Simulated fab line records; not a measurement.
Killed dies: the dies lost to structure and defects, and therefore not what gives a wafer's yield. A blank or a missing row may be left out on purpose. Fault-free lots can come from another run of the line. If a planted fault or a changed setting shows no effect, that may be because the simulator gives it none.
Which tool is to blame? | flow gf180mcu | Sampling: 7 lots, 21 wafers, 4 of 602 route steps

## WHAT THE GAUGES READ, wafer by wafer
GF_M5_OVL_MEAS_08.
lot  | measured     | on         | M5_OVL (nm)
L605 | day 26 19:57 | overlay-01 | - - -
L607 | day 27 12:16 | overlay-01 | 7 0 -5
L609 | day 28 12:09 | overlay-02 | -4 12 4
L615 | day 30 00:16 | overlay-02 | 3 -3 3
L622 | day 31 21:23 | overlay-01 | 10 12 8
L624 | day 32 07:32 | overlay-02 | 9 -1 5
L626 | day 33 01:10 | overlay-02 | 5 5 6

## EACH LOT AND THE TOOL THAT RAN IT (in order: tool; ch and the chambers of the sampled wafers; start)
lot  | GF_V4_STRIP_18                      | GF_V4_SPUTTER_22            | GF_M5_EXPOSE_04
L605 | plasmaAsher-01 ch 0,1, day 25 00:36 | pvdSputter-03, day 25 01:14 | krfScanner-01, day 26 09:35
L607 | plasmaAsher-03 ch 0, day 25 18:07   | pvdSputter-02, day 25 18:43 | krfScanner-02 ch 0, day 27 02:43
L609 | plasmaAsher-03 ch 0,1, day 26 18:25 | pvdSputter-02, day 26 19:02 | krfScanner-01 ch 0, day 28 02:28
L615 | plasmaAsher-01 ch 0,1, day 28 08:38 | pvdSputter-03, day 28 09:14 | krfScanner-01 ch 0, day 29 15:39
L622 | plasmaAsher-04 ch 0,1, day 30 07:54 | pvdSputter-03, day 30 08:28 | krfScanner-01 ch 0, day 31 12:42
L624 | plasmaAsher-01 ch 0,1, day 30 18:46 | pvdSputter-01, day 30 19:22 | krfScanner-01 ch 0, day 31 23:14
L626 | plasmaAsher-03 ch 0,1, day 31 14:19 | pvdSputter-01, day 31 15:15 | krfScanner-02 ch 0, day 32 17:34
- GF_V4_STRIP_18: strips in O2/N2.
- GF_V4_SPUTTER_22: material TiN, target thk 10 nm, time 40 s.
- GF_M5_EXPOSE_04: exposes mask Metal5, target cd 280 nm.

## THE ANSWER, worked out from the rows above alone
Rule: the lots themselves supply what counts as usual. The widest of any qualifying gaps counts: lots, ordered by their means at a reading, are off when they make up no more than a third of the lots, leave a main group of 4 or more, and stand apart from it by 3 or more times the standard deviation of that group's means. The tables above print the reading to a certain number of digits; a main group whose means all agree to those digits is not used. Also off: a lot with no number at a reading for which 4 or more lots have one. The other lots that the step has rows for count as sound.
Off: L605, at GF_M5_OVL_MEAS_08 (M5_OVL). Without a number there: L605. The main group: mean 4 nm, standard deviation 3.1.
If a tool, at a process step before that reading, ran all the lots that are off and no sound lot after the first of them, it fits. The gauges at GF_M5_OVL_MEAS_08 are tried like those tools. None of those tried fits.

## WHAT WAS PUT IN BY THE SIMULATOR
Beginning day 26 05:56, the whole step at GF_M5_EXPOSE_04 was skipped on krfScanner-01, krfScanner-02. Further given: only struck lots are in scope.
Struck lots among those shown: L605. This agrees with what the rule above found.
